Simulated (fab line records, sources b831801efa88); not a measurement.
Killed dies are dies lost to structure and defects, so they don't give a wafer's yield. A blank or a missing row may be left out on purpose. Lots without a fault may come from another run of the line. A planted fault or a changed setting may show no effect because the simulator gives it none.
fab line records | flow sky130
record lots=6 wafers=18 last_day=49
route steps=708 shown METAL5@671 PASSIVATION@681 PAD_OPEN@694
lots that met no fault: from a run of the same line without faults
start_h: hours from the record's first day to the start of the lot's first wafer shown | wait_h: hours since the lot's step before | " the same as in the row above | L1.1+2: a row that stands for several wafers | - no value, or no start given | * or withheld: withheld | < > ~ a bound
route shown NAME@n: a module of which the file shows steps, and the number in the route of the first | usual: mean/standard deviation of fault-free wafers | same: alike in all rows | chamber/n: place in a boat | sites: the reading at each site | _std_site: their standard deviation | _edge_site: outer sites' mean less inner sites' | radius_mm: how far each site lies from the wafer's centre | mask NAME#n: copy n | behind: the tool/chamber that last shaped the wafer | hold: why the lot was held/for how many hours/how that ended | device: the transistor (n, p or np) that didn't switch | end of line: the same wafers' tests at the end of the route | a step without rows: its recipe alone | killed: dies lost to structure and defects at the first sort, not the wafer's yield | map: a wafer's dies, x killed, . not, _ none there
set.NAME: the setting as run; set.NAME@STEP: as run at that earlier step | model.NAME: the simulator's own value behind a step, which no gauge read
lots at some steps of the route; a table a step, a row a wafer
services: from which hour (start_h, from the record's first day; less than 0 if before it) a tool's chamber was out of use, for how many hours, and why
## steps
# step SKY_METAL5_SOFTBAKE_10
# recipe temp_c=90 time_s=60 resist=NOVOLAK
# step SKY_METAL5_EXPOSE_11
# recipe mask_id=MM5 na=0.6 source_shape=conventional sigma_outer=0.6 polarization=unpolarized target_cd_nm=1600 dose_mj=190
# step SKY_METAL5_PEB_12
# recipe temp_c=withheld time_s=* resist=NOVOLAK
# step SKY_METAL5_DEVELOP_13
# recipe resist=NOVOLAK developer=TMAH develop_time_s=60 dev_temp_c=23
# step SKY_METAL5_DESCUM_14
# recipe chemistry=O2 source_power_w=150 bias_power_w=0 pressure_mtorr=10 temp_c=40 time_s=11
# step SKY_METAL5_METAL_ETCH_15
# recipe target_depth_a=12600 stop_on=SiO2 over_etch_frac=0.2 time_s=252 chemistry=Cl2/BCl3 resist_sidewall_deg=86 pressure_mtorr=10 icp_w=900 bias_w=48.5 Cl2_flow_sccm=60 bcl3_flow_sccm=30
# usual bcl3_flow_sccm=30.02/0.096 drypump_motor_current_A=6.0/0.54 oes_product_au=0.894/0.0049 throttle_valve_pct=22.265/0.0091
# columns lot.wafer tool chamber start_h wait_h bcl3_flow_sccm drypump_motor_current_A oes_product_au rf_hours_counter_h throttle_valve_pct
L974.2 rie_metal-03 0 1023.26 0.0 29.98 5.9 0.892 13 22.262
L974.3 " 1 " " 29.85 6.7 0.888 - 22.257
L974.4 " 0 " " 30.14 5.9 0.890 - 22.265
L975.1 rie_metal-04 0 1027.10 0.0 30.12 5.1 0.896 19 22.291
L975.2 " 1 " " 30.08 6.1 0.892 6 22.269
L975.6 " 0 " " 30.06 5.1 0.893 - 22.266
L982.1 rie_metal-03 0 1079.95 0.0 30.20 5.9 0.888 17 22.279
L982.2 " 1 " " 30.01 6.8 0.890 7 22.269
L982.6 " 1 " " 30.04 6.7 0.888 - 22.265
L984.2 rie_metal-02 1 1087.16 0.0 29.93 6.4 0.903 18 22.264
L984.3 " 1 " " 30.06 6.4 0.893 - 22.259
L984.4 " 0 " " 29.99 5.8 0.898 - 22.273
L992.1 rie_metal-02 1 1138.35 0.0 30.10 6.4 0.902 22 22.249
L992.5 " 1 " " 30.08 6.4 0.907 - 22.273
L992.6 " 0 " " 29.96 5.8 0.892 - 22.256
L993.1 rie_metal-04 0 1141.41 0.0 30.01 5.1 0.891 29 22.276
L993.5 " 1 " " 29.91 6.1 0.901 - 22.266
L993.6 " 0 " " 30.24 5.1 0.899 - 22.256
# step SKY_METAL5_STRIP_16
# recipe chemistry=O2/N2 power_w=1400 pressure_mtorr=1500 platen_temp_c=withheld o2_flow_sccm=3000 n2_flow_sccm=300 overash_fraction=0.5
# usual drypump_motor_current_A=5.8/0.58 oes_product_au=0.710/0.0045 strip_time_to_endpoint_s=13.08/0.16
# columns lot.wafer tool chamber start_h wait_h drypump_motor_current_A oes_product_au rf_hours_counter_h strip_time_to_endpoint_s
L974.2 plasma_asher-02 0 1023.49 0.2 5.7 0.711 59 13.00
L974.3 " 1 " " 5.7 0.717 - 13.10
L974.4 " 0 " " 5.7 0.712 - 12.95
L975.1 plasma_asher-03 0 1027.34 0.2 4.9 0.713 28 13.18
L975.2 " 1 " " 6.0 0.712 28 13.35
L975.6 " 1 " " 6.0 0.704 - 13.19
L982.1 plasma_asher-03 0 1080.18 0.2 4.9 0.703 34 12.99
L982.2 " 1 " " 5.9 0.710 34 12.99
L982.6 " 0 " " 4.9 0.708 - 12.99
L984.2 plasma_asher-04 1 1087.39 0.2 6.6 0.710 2 12.91
L984.3 " 1 " " 6.7 0.711 - 13.03
L984.4 " 0 " " 6.6 0.715 - 13.00
L992.1 plasma_asher-04 1 1138.59 0.2 6.7 0.710 8 12.92
L992.5 " 1 " " 6.7 0.716 - 12.97
L992.6 " 0 " " 6.5 0.710 - 12.98
L993.1 plasma_asher-03 0 1141.64 0.2 4.9 0.710 38 13.19
L993.5 " 1 " " 6.0 0.717 - 13.47
L993.6 " 0 " " 4.9 0.709 - 13.25
# step SKY_METAL5_STRIP_17
# recipe chemistry=post_etch_residue_remover time_s=1200 temp_c=72.5
# step SKY_METAL5_CLEAN_18
# recipe chemistry=IPA time_s=180 temp_c=25
# step SKY_METAL5_CLEAN_19
# recipe chemistry=O3/DIW dry=n2_spin
# step SKY_PASSIVATION_CVD_00
# recipe material=SiO2 target_thk_nm=90 temp_c=400 time_s=withheld rf_w=600
# usual heater_power_w=652/88 susceptor_temp_C=399.94/0.21
# columns lot.wafer tool chamber start_h wait_h heater_power_w susceptor_temp_C
L974.2 pecvd-03 0 1024.08 0.0 656 400.17
L974.3 " 1 " " 639 400.09
L974.4 " 0 " " 659 400.02
L975.1 pecvd-01 0 1027.96 0.0 653 400.30
L975.2 " 2 " " 530 400.03
L975.6 " 0 " " 661 399.77
L982.1 pecvd-03 2 1080.88 0.0 544 400.03
L982.2 " 1 " " 573 400.01
L982.6 " 0 " " 689 399.92
L984.2 pecvd-01 0 1088.35 0.0 642 400.11
L984.3 " 2 " " 565 399.85
L984.4 " 2 " " 560 400.04
L992.1 pecvd-03 2 1139.67 0.0 590 399.50
L992.5 " 1 " " 655 399.68
L992.6 " 0 " " 675 399.78
L993.1 pecvd-03 1 1142.23 0.0 561 400.08
L993.5 " 1 " " 567 399.76
L993.6 " 2 " " 555 399.86
# step SKY_PASSIVATION_THK_MEAS_01
# recipe reads=SiO2_of_PASSIVATION_CVD_00
# usual PASSIVATION_CVD_00_THK=89.6/1.2
# columns lot.wafer tool chamber start_h wait_h PASSIVATION_CVD_00_THK[nm]
L974.2 film_metro-02 - 1024.13 - 89.8
L974.3 " - " " 89.9
L974.4 " - " " 90.9
L975.1 film_metro-02 - 1027.99 - 87.4
L975.2 " - " " 89.5
L975.6 " - " " 89.6
L982.1 film_metro-01 - 1080.90 - 89.5
L982.2 " - " " 89.7
L982.6 " - " " 91.6
L984.2 film_metro-03 - 1088.38 - 87.4
L984.3 " - " " 87.6
L984.4 " - " " 88.2
L992.1 film_metro-02 - 1139.69 - 90.0
L992.5 " - " " 90.1
L992.6 " - " " 92.0
L993.1 film_metro-03 - 1142.26 - 88.5
L993.5 " - " " 90.0
L993.6 " - " " 91.2
# step SKY_PASSIVATION_CVD_02
# recipe material=Si3N4 target_thk_nm=540 temp_c=400 time_s=withheld rf_w=450
# usual heater_power_w=705/98 susceptor_temp_C=399.98/0.23
# columns lot.wafer tool chamber start_h wait_h heater_power_w susceptor_temp_C model.Si3N4_of_PASSIVATION_CVD_02.thk_nm
L974.2 pecvd-01 2 1024.18 0.0 600 399.92 535.9
L974.3 " 2 " " 630 400.32 545.7
L974.4 " 0 " " 813 400.21 544.9
L975.1 pecvd-04 2 1028.05 0.1 822 399.60 529.1
L975.2 " 1 " " 635 399.84 531.8
L975.6 " 1 " " 683 399.67 543
L982.1 pecvd-04 0 1080.96 0.1 779 399.90 530.1
L982.2 " 1 " " 745 400.31 920.2
L982.6 " 2 " " 816 399.58 527.3
L984.2 pecvd-04 2 1088.43 0.0 794 399.95 924.4
L984.3 " 0 " " 738 399.85 538.6
L984.4 " 1 " " 640 400.10 947.7
L992.1 pecvd-01 1 1139.75 0.1 655 399.70 532.7
L992.5 " 2 " " 528 400.05 552
L992.6 " 1 " " 729 399.75 533.9
L993.1 pecvd-01 2 1142.32 0.1 541 400.26 537.9
L993.5 " 0 " " 643 400.23 544.4
L993.6 " 2 " " 566 400.14 550.2
# step SKY_PASSIVATION_THK_MEAS_03
# recipe reads=Si3N4_of_PASSIVATION_CVD_02
# usual PASSIVATION_CVD_02_THK=536/7.3
# columns lot.wafer tool chamber start_h wait_h PASSIVATION_CVD_02_THK[nm]
L974.2 film_metro-01 - 1024.52 - 536
L974.3 " - " " 546
L974.4 " - " " 545
L975.1 film_metro-01 - 1028.28 - 529
L975.2 " - " " 532
L975.6 " - " " 543
L982.1 film_metro-02 - 1081.19 - 530
L982.2 " - " " 920
L982.6 " - " " 527
L984.2 film_metro-02 - 1088.67 - 924
L984.3 " - " " 538
L984.4 " - " " 949
L992.1 film_metro-01 - 1140.09 - 533
L992.5 " - " " 552
L992.6 " - " " 534
L993.1 film_metro-01 - 1142.54 - 538
L993.5 " - " " 545
L993.6 " - " " 550
# step SKY_PASSIVATION_DEHYDRATE_04
# recipe temp_c=200 time_s=60
# step SKY_PASSIVATION_HMDS_05
# recipe prime_time_s=60 prime_temp_c=120
# step SKY_PASSIVATION_COAT_06
# recipe spin_rpm=2000 resist_thk_nm=3000
# step SKY_PASSIVATION_SOFTBAKE_07
# recipe temp_c=110 time_s=withheld
# step SKY_PASSIVATION_EXPOSE_08
# recipe mask_id=NSM target_cd_nm=3000 na=0.57 dose_mj=260
# step SKY_PASSIVATION_PEB_09
# recipe temp_c=115 time_s=withheld
# step SKY_PASSIVATION_DEVELOP_10
# recipe develop_time_s=60 dev_temp_c=23
# step SKY_PASSIVATION_ETCH_11
# recipe chemistry=CF4/O2 target_depth_nm=725 stop_on=AlCu source_w=800 bias_w=150 pressure_mtorr=150 cf4_flow_sccm=80 O2_flow_sccm=10 time_s=161.1
# usual drypump_motor_current_A=5.7/0.4 oes_product_au=0.974/0.0078 throttle_valve_pct=5.964/0.0094
# columns lot.wafer tool chamber start_h wait_h drypump_motor_current_A oes_product_au rf_hours_counter_h throttle_valve_pct model.PASSIVATION.feature_depth_nm model.etch.depth_nm
L974.2 rie_diel-01 3 1046.71 - 5.6 0.967 5 5.952 700.3 700.3
L974.3 " 0 " " 5.2 0.982 17 5.972 709.2 709.2
L974.4 " 2 " " 5.8 0.985 14 5.970 710.1 710.1
L975.1 rie_diel-03 1 1050.66 - 6.0 0.967 18 5.965 691.2 691.2
L975.2 " 0 " " 5.3 0.972 25 5.976 695.9 695.9
L975.6 " 2 " " 5.8 0.979 - 5.968 707.9 707.9
L982.1 rie_diel-03 0 1101.11 - 5.3 0.965 27 5.956 694.1 694.1
L982.2 " 1 " " 6.0 1.000 20 5.992 718.2 718.2
L982.6 " 1 " " 6.0 0.965 - 5.957 693.8 693.8
L984.2 rie_diel-03 1 1109.01 - 6.0 0.990 21 5.961 714.2 714.2
L984.3 " 0 " " 5.3 0.975 27 5.960 701.8 701.8
L984.4 " 2 " " 5.9 0.989 8 5.978 715.2 715.2
L992.1 rie_diel-01 0 1157.57 - 5.1 0.972 21 5.955 698.6 698.6
L992.5 " 3 " " 5.6 0.987 - 5.968 717.2 717.2
L992.6 " 2 " " 5.8 0.965 - 5.981 701.5 701.5
L993.1 rie_diel-04 0 1160.31 - 5.7 0.977 24 5.982 701.5 701.5
L993.5 " 1 " " 5.7 0.985 - 5.963 709.6 709.6
L993.6 " 2 " " 6.7 0.979 - 5.966 712.7 712.7
# step SKY_PASSIVATION_STRIP_12
# recipe chemistry=O2/N2 power_w=1400 pressure_mtorr=1500 platen_temp_c=withheld overash_fraction=0.7 o2_flow_sccm=3000 n2_flow_sccm=300
# usual drypump_motor_current_A=6.0/0.66 oes_product_au=0.661/0.0045 strip_time_to_endpoint_s=31.57/0.13
# columns lot.wafer tool chamber start_h wait_h drypump_motor_current_A oes_product_au rf_hours_counter_h strip_time_to_endpoint_s
L974.2 plasma_asher-02 1 1046.81 0.1 5.7 0.657 61 31.47
L974.3 " 1 " " 5.7 0.656 - 31.31
L974.4 " 0 " " 5.7 0.653 - 31.50
L975.1 plasma_asher-04 0 1050.76 0.1 6.6 0.668 121 31.72
L975.2 " 1 " " 6.6 0.655 121 31.64
L975.6 " 1 " " 6.6 0.666 - 31.88
L982.1 plasma_asher-04 0 1101.21 0.1 6.6 0.670 4 31.61
L982.2 " 1 " " 6.7 0.654 4 31.62
L982.6 " 0 " " 6.6 0.659 - 31.70
L984.2 plasma_asher-02 0 1109.12 0.1 5.7 0.662 67 31.52
L984.3 " 1 " " 5.7 0.663 - 31.51
L984.4 " 0 " " 5.7 0.668 - 31.60
L992.1 plasma_asher-02 0 1157.67 0.1 5.7 0.658 73 31.36
L992.5 " 1 " " 5.7 0.669 - 31.47
L992.6 " 0 " " 5.7 0.653 - 31.64
L993.1 plasma_asher-02 1 1160.42 0.1 5.7 0.661 73 31.50
L993.5 " 0 " " 5.7 0.669 - 31.49
L993.6 " 1 " " 5.7 0.664 - 31.66
# step SKY_PAD_OPEN_DEHYDRATE_00
# recipe temp_c=200 time_s=60
# step SKY_PAD_OPEN_HMDS_01
# recipe prime_time_s=60 prime_temp_c=120
# step SKY_PAD_OPEN_COAT_02
# recipe spin_rpm=2000 resist_thk_nm=3000
# step SKY_PAD_OPEN_SOFTBAKE_03
# recipe temp_c=110 time_s=withheld
# step SKY_PAD_OPEN_EXPOSE_04
# recipe mask_id=PDM target_cd_nm=60000 na=0.57 dose_mj=260
# step SKY_PAD_OPEN_PEB_05
# recipe temp_c=115 time_s=withheld
# step SKY_PAD_OPEN_DEVELOP_06
# recipe develop_time_s=60 dev_temp_c=23
# step SKY_PAD_OPEN_ETCH_07
# recipe chemistry=CF4/O2 target_depth_nm=725 stop_on=AlCu source_w=800 bias_w=150 pressure_mtorr=150 cf4_flow_sccm=80 O2_flow_sccm=10 time_s=161.1
# usual drypump_motor_current_A=5.9/0.42 oes_product_au=0.973/0.0072 throttle_valve_pct=5.964/0.0097
# columns lot.wafer tool chamber start_h wait_h drypump_motor_current_A oes_product_au rf_hours_counter_h throttle_valve_pct model.PAD_OPEN.feature_depth_nm model.etch.depth_nm
L974.2 rie_diel-02 1 1068.16 - 5.2 0.978 15 5.960 700.3 700.3
L974.3 " 3 " " 5.8 0.979 9 5.958 709.1 709.1
L974.4 " 0 " " 6.0 0.985 13 5.958 710.1 710.1
L975.1 rie_diel-02 0 1072.31 - 6.0 0.972 13 5.966 691.2 691.2
L975.2 " 2 " " 6.5 0.964 5 5.956 695.9 695.9
L975.6 " 3 " " 5.8 0.962 - 5.966 707.9 707.9
L982.1 rie_diel-03 2 1120.27 - 5.9 0.962 9 5.946 694.1 694.1
L982.2 " 3 " " 6.1 0.980 21 5.976 711.5 711.5
L982.6 " 2 " " 5.9 0.964 - 5.955 693.8 693.8
L984.2 rie_diel-03 0 1128.76 - 5.3 0.984 28 5.973 717.5 717.5
L984.3 " 2 " " 5.8 0.966 9 5.957 701.8 701.8
L984.4 " 3 " " 6.1 0.992 22 5.985 715 715
L992.1 rie_diel-04 2 1174.22 - 6.7 0.972 11 5.970 698.6 698.6
L992.5 " 0 " " 5.7 0.987 - 5.977 717.2 717.2
L992.6 " 1 " " 5.7 0.975 - 5.973 701.5 701.5
L993.1 rie_diel-02 0 1177.52 - 6.0 0.974 17 5.976 701.5 701.5
L993.5 " 2 " " 6.5 0.976 - 5.960 709.6 709.6
L993.6 " 3 " " 5.8 0.986 - 5.965 716.3 716.3
# step SKY_PAD_OPEN_STRIP_08
# recipe chemistry=O2/N2 power_w=1400 pressure_mtorr=1500 platen_temp_c=withheld overash_fraction=0.7 o2_flow_sccm=3000 n2_flow_sccm=300
# usual drypump_motor_current_A=5.5/0.57 oes_product_au=0.663/0.005 strip_time_to_endpoint_s=37.04/0.081
# columns lot.wafer tool chamber start_h wait_h drypump_motor_current_A oes_product_au rf_hours_counter_h strip_time_to_endpoint_s
L974.2 plasma_asher-03 1 1068.26 0.1 6.0 0.674 32 37.13
L974.3 " 0 " " 4.9 0.670 - 37.07
L974.4 " 1 " " 6.0 0.653 - 37.00
L975.1 plasma_asher-02 1 1072.41 0.1 5.6 0.661 64 37.20
L975.2 " 0 " " 5.7 0.670 64 37.03
L975.6 " 0 " " 5.7 0.668 - 37.08
L982.1 plasma_asher-02 1 1120.37 0.1 5.7 0.659 68 37.14
L982.2 " 0 " " 5.7 0.671 68 37.09
L982.6 " 0 " " 5.7 0.659 - 37.15
L984.2 plasma_asher-01 1 1128.87 0.1 6.2 0.666 100 37.07
L984.3 " 1 " " 6.2 0.655 - 37.04
L984.4 " 0 " " 4.7 0.660 - 37.05
L992.1 plasma_asher-01 1 1174.33 0.1 6.3 0.665 105 37.05
L992.5 " 0 " " 4.7 0.659 - 37.25
L992.6 " 1 " " 6.3 0.665 - 37.11
L993.1 plasma_asher-03 1 1177.62 0.1 6.0 0.663 41 36.94
L993.5 " 1 " " 6.0 0.664 - 37.03
L993.6 " 0 " " 4.9 0.663 - 37.07
# step SKY_PAD_OPEN_STRIP_09
# recipe chemistry=post_etch_residue_remover time_s=1200 temp_c=72.5
# columns lot.wafer tool chamber start_h wait_h model.Si3N4_of_PASSIVATION_CVD_02.thk_nm
L974.2 wet_bench-03 1 1068.37 0.1 535.6
L974.3 " 1 " " 545.4
L974.4 " 1 " " 544.6
L975.1 wet_bench-02 1 1072.54 0.1 528.8
L975.2 " 1 " " 531.5
L975.6 " 1 " " 542.7
L982.1 wet_bench-02 3 1120.73 0.3 529.7
L982.2 " 3 " " 919.9
L982.6 " 3 " " 527
L984.2 wet_bench-03 3 1128.99 0.1 924.1
L984.3 " 3 " " 538.2
L984.4 " 3 " " 947.3
L992.1 wet_bench-03 0 1174.43 0.1 532.3
L992.5 " 0 " " 551.6
L992.6 " 0 " " 533.6
L993.1 wet_bench-04 0 1177.72 0.1 537.6
L993.5 " 0 " " 544
L993.6 " 0 " " 549.9
# step SKY_PAD_OPEN_CLEAN_10
# recipe chemistry=IPA time_s=180 temp_c=25
# step SKY_PAD_OPEN_PROBE_99
# usual defect_limited_yield=82.5/1.9 killed_at_M0_to_M3=43/6.7 killed_at_M4_up=3.2/1.9 killed_at_contacts=24/5.9 killed_at_front_end=15/4.1 killed_at_other=0.3/0.56 killed_dies=86/9.5 killed_open=47/7.4 killed_short=39/5.5
# same gross_dies=492 killed_at_back_side=0
# columns lot.wafer tool chamber start_h wait_h defect_limited_yield[%] killed_at_M0_to_M3 killed_at_M4_up killed_at_contacts killed_at_front_end killed_at_other killed_dies killed_open killed_short model.etest.tester.sort_n_pass model.etest.tester.sort_yield_pct model.etest.tester.sort_bin_5_pct model.etest.res_deep_nwell.open model.etest.diode_ndiff_fingers.under_floor model.etest.field_n.under_floor model.etest.cap_ono.under_floor model.etest.pfet_g5v0d10v5.open
L974.2 prober-01 - 1070.57 0.1 79.7 42 3 40 15 0 100 58 42 392 79.67 10.77 0 0 0 0 0
L974.3 prober-01 - 1070.62 0.2 82.1 42 5 28 13 0 88 48 40 404 82.11 10.77 0 0 0 0 0
L974.4 prober-01 - 1070.67 0.2 82.5 49 0 30 7 0 86 47 39 406 82.52 10.77 0 0 0 0 0
L975.1 prober-02 - 1074.76 0.1 81.7 40 2 33 15 0 90 49 41 402 81.71 12.4 0 0 0 0 0
L975.2 prober-02 - 1074.81 0.1 81.5 48 4 24 14 1 91 52 39 401 81.5 11.18 0 0 0 0 0
L975.6 prober-02 - 1075.01 0.2 83.1 36 5 31 11 0 83 41 42 409 83.13 10.77 0 0 0 0 0
L982.1 prober-02 - 1122.95 0.1 85.0 35 3 23 13 0 74 50 24 418 84.96 8.74 0 0 0 0 0
L982.2 prober-02 - 1123.00 0.1 82.7 44 4 25 12 0 85 51 34 0 0 92.48 1 1 1 1 1
L982.6 prober-02 - 1123.20 0.2 82.5 46 1 22 17 0 86 48 38 406 82.52 10.16 0 0 0 0 0
L984.2 prober-02 - 1131.56 0.1 79.7 51 4 26 19 0 100 54 46 0 0 93.5 1 1 1 1 1
L984.3 prober-02 - 1131.61 0.2 82.9 51 1 23 9 0 84 46 38 408 82.93 11.38 0 0 0 0 0
L984.4 prober-02 - 1131.66 0.2 82.5 48 2 26 10 0 86 42 44 0 0 93.7 1 1 1 1 1
L992.1 prober-01 - 1176.54 0.1 83.5 44 5 17 15 0 81 45 36 411 83.54 10.37 0 0 0 0 0
L992.5 prober-01 - 1176.74 0.2 80.3 46 3 32 16 0 97 56 41 395 80.28 11.18 0 0 0 0 0
L992.6 prober-01 - 1176.79 0.2 81.7 46 5 23 16 0 90 51 39 402 81.71 9.756 0 0 0 0 0
L993.1 prober-02 - 1179.83 0.1 82.1 41 5 21 21 0 88 53 35 404 82.11 10.98 0 0 0 0 0
L993.5 prober-02 - 1180.03 0.2 82.5 47 3 22 13 1 86 43 43 406 82.52 10.77 0 0 0 0 0
L993.6 prober-02 - 1180.08 0.2 82.7 49 2 20 13 1 85 45 40 407 82.72 10.77 0 0 0 0 0
# killed by level:class
L974.2 CONTACT:geometric_particle:open=18 METAL1:geometric_particle:short=8 LI_CONTACT:geometric_particle:open=7 CONTACT:geometric_particle:short=7 VIA1:geometric_particle:open=7 VIA2:geometric_particle:open=6 FIELD_ISO:geometric_particle:open=5 METAL2:geometric_particle:short=5
L974.3 CONTACT:geometric_particle:open=14 VIA2:geometric_particle:open=8 LI_CONTACT:geometric_particle:open=7 VIA1:geometric_particle:short=6 VIA1:geometric_particle:open=6 LI_CONTACT:geometric_particle:short=5 METAL2:geometric_particle:short=5 METAL4:geometric_particle:short=5
L974.4 CONTACT:geometric_particle:open=15 VIA1:geometric_particle:short=9 VIA1:geometric_particle:open=8 VIA2:geometric_particle:open=7 LI_CONTACT:geometric_particle:open=6 VIA3:geometric_particle:open=6 METAL1:geometric_particle:short=5 CONTACT:geometric_particle:short=5
L975.1 CONTACT:geometric_particle:open=14 LI_CONTACT:geometric_particle:open=10 VIA2:geometric_particle:open=8 VIA1:geometric_particle:open=7 METAL1:geometric_particle:short=6 VIA1:geometric_particle:short=5 POLY_GATE:geometric_particle:short=4 METAL2:geometric_particle:short=4
L975.2 VIA2:geometric_particle:open=14 CONTACT:geometric_particle:open=10 VIA1:geometric_particle:open=9 VIA3:geometric_particle:open=9 FIELD_ISO:geometric_particle:short=6 LI_CONTACT:geometric_particle:open=5 CONTACT:geometric_particle:short=5 VIA2:geometric_particle:short=5
L975.6 CONTACT:geometric_particle:open=14 VIA1:geometric_particle:open=9 VIA1:geometric_particle:short=7 METAL2:geometric_particle:short=6 LOCAL_INTERCONNECT:geometric_particle:short=5 CONTACT:geometric_particle:short=5 LI_CONTACT:geometric_particle:open=4 VIA3:geometric_particle:open=4
L982.1 VIA1:geometric_particle:open=10 LI_CONTACT:geometric_particle:open=8 CONTACT:geometric_particle:open=8 VIA2:geometric_particle:open=7 METAL1:geometric_particle:short=6 VIA3:geometric_particle:open=5 FIELD_ISO:geometric_particle:open=4 POLY_GATE:geometric_particle:open=4
L982.2 VIA1:geometric_particle:open=11 CONTACT:geometric_particle:open=9 VIA3:geometric_particle:open=6 LI_CONTACT:geometric_particle:open=5 VIA2:geometric_particle:short=5 FIELD_ISO:geometric_particle:open=4 CONTACT:geometric_particle:short=4 VIA1:geometric_particle:short=4
L982.6 VIA3:geometric_particle:open=12 CONTACT:geometric_particle:open=12 VIA1:geometric_particle:short=7 LI_CONTACT:geometric_particle:open=7 METAL2:geometric_particle:short=5 METAL1:geometric_particle:short=5 FIELD_ISO:geometric_particle:short=4 POLY_GATE:geometric_particle:short=4
L984.2 VIA3:geometric_particle:open=12 CONTACT:geometric_particle:open=11 METAL2:geometric_particle:short=8 METAL1:geometric_particle:short=7 FIELD_ISO:geometric_particle:short=7 VIA2:geometric_particle:open=7 VIA1:geometric_particle:open=6 FIELD_ISO:geometric_particle:open=5
L984.3 VIA1:geometric_particle:open=11 VIA2:geometric_particle:open=8 CONTACT:geometric_particle:open=7 VIA3:geometric_particle:open=7 METAL2:geometric_particle:short=6 LOCAL_INTERCONNECT:geometric_particle:short=5 CONTACT:geometric_particle:short=4 METAL1:geometric_particle:short=4
L984.4 VIA3:geometric_particle:open=10 VIA1:geometric_particle:open=10 CONTACT:geometric_particle:short=7 CONTACT:geometric_particle:open=7 VIA3:geometric_particle:short=6 LI_CONTACT:geometric_particle:open=5 VIA2:geometric_particle:short=5 METAL2:geometric_particle:short=5
L992.1 VIA1:geometric_particle:open=8 VIA2:geometric_particle:open=8 LI_CONTACT:geometric_particle:open=5 LOCAL_INTERCONNECT:geometric_particle:short=5 VIA1:geometric_particle:short=5 FIELD_ISO:geometric_particle:open=4 CONTACT:geometric_particle:open=4 METAL2:geometric_particle:short=4
L992.5 VIA2:geometric_particle:open=12 CONTACT:geometric_particle:open=10 VIA1:geometric_particle:open=9 LI_CONTACT:geometric_particle:open=8 LOCAL_INTERCONNECT:geometric_particle:short=8 METAL2:geometric_particle:short=5 VIA3:geometric_particle:open=5 FIELD_ISO:geometric_particle:short=4
L992.6 VIA1:geometric_particle:open=12 LI_CONTACT:geometric_particle:open=9 VIA2:geometric_particle:short=7 CONTACT:geometric_particle:open=6 FIELD_ISO:geometric_particle:open=5 VIA3:geometric_particle:open=5 FIELD_ISO:geometric_particle:short=4 VIA1:geometric_particle:short=4
L993.1 VIA1:geometric_particle:open=11 VIA3:geometric_particle:open=10 CONTACT:geometric_particle:open=7 LI_CONTACT:geometric_particle:open=7 METAL2:geometric_particle:short=7 SPACER:geometric_particle:open=5 CONTACT:geometric_particle:short=5 FIELD_ISO:geometric_particle:short=4
L993.5 VIA1:geometric_particle:open=10 METAL1:geometric_particle:short=8 CONTACT:geometric_particle:open=8 LI_CONTACT:geometric_particle:open=6 FIELD_ISO:geometric_particle:open=4 METAL2:geometric_particle:short=4 METAL1:geometric_particle:open=4 VIA1:geometric_particle:short=4
L993.6 VIA1:geometric_particle:open=14 LI_CONTACT:geometric_particle:open=8 VIA1:geometric_particle:short=6 METAL3:geometric_particle:short=5 LOCAL_INTERCONNECT:geometric_particle:short=5 CONTACT:geometric_particle:open=5 METAL2:geometric_particle:short=5 VIA3:geometric_particle:open=5
## services
# columns tool chamber start_h hours kind
pecvd-03 2 1001.76 23.7 repair
rie_metal-02 1 1005.55 6.0 repair
pecvd-03 1 1017.23 4.1 repair
pecvd-04 - 1025.43 1.2 repair
rie_diel-02 2 1027.18 3.0 repair
plasma_asher-02 - 1029.89 1.2 repair
rie_diel-02 3 1038.89 6.1 repair
rie_diel-03 3 1040.74 7.6 repair
pecvd-03 - 1047.68 6.0 pm
rie_diel-02 3 1052.23 3.3 repair
plasma_asher-04 - 1055.25 9.0 pm
rie_diel-03 3 1057.69 3.9 repair
pecvd-01 - 1085.50 2.8 pm
wet_bench-03 - 1092.30 1.9 pm
rie_diel-03 1 1109.17 4.7 repair
wet_bench-03 - 1114.18 3.9 repair
rie_diel-02 0 1117.25 8.5 repair
rie_diel-03 0 1119.20 1.6 repair
plasma_asher-03 - 1120.43 19.1 repair
pecvd-01 1 1120.64 6.3 repair
rie_diel-03 0 1140.84 6.2 repair
pecvd-04 - 1141.45 0.4 repair
plasma_asher-04 - 1142.56 7.4 repair
rie_diel-02 - 1164.48 0.3 repair
## key
first_sign step=SKY_PASSIVATION_THK_MEAS_03 reading=PASSIVATION_CVD_02_THK direction=up sigmas=54 usual=536 struck=931
effect none on later readings
model_effect step=SKY_PASSIVATION_CVD_02 value=Si3N4_of_PASSIVATION_CVD_02.thk_nm without=534.6 struck=930.8
model_effect step=SKY_PASSIVATION_ETCH_11 value=PASSIVATION.feature_depth_nm without=697.6 struck=715.9
model_effect step=SKY_PAD_OPEN_ETCH_07 value=PAD_OPEN.feature_depth_nm without=697.6 struck=714.7
model_effect step=SKY_PAD_OPEN_STRIP_09 value=Si3N4_of_PASSIVATION_CVD_02.thk_nm without=534.3 struck=930.4
model_effect step=SKY_PAD_OPEN_PROBE_99 value=etest.tester.sort_n_pass without=401.7 struck=0
met_at SKY_PASSIVATION_CVD_02
struck_wafers L982.2,L984.2,L984.4
onset_between 1028.05 1080.96
fault kind=process_parameter_drift tool=pecvd-04 chamber=- onset_h=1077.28 steps=SKY_PASSIVATION_CVD_02 channel=time_s offset=withheld shape=step end_h=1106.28 scope=struck_wafers_only acts_in=*
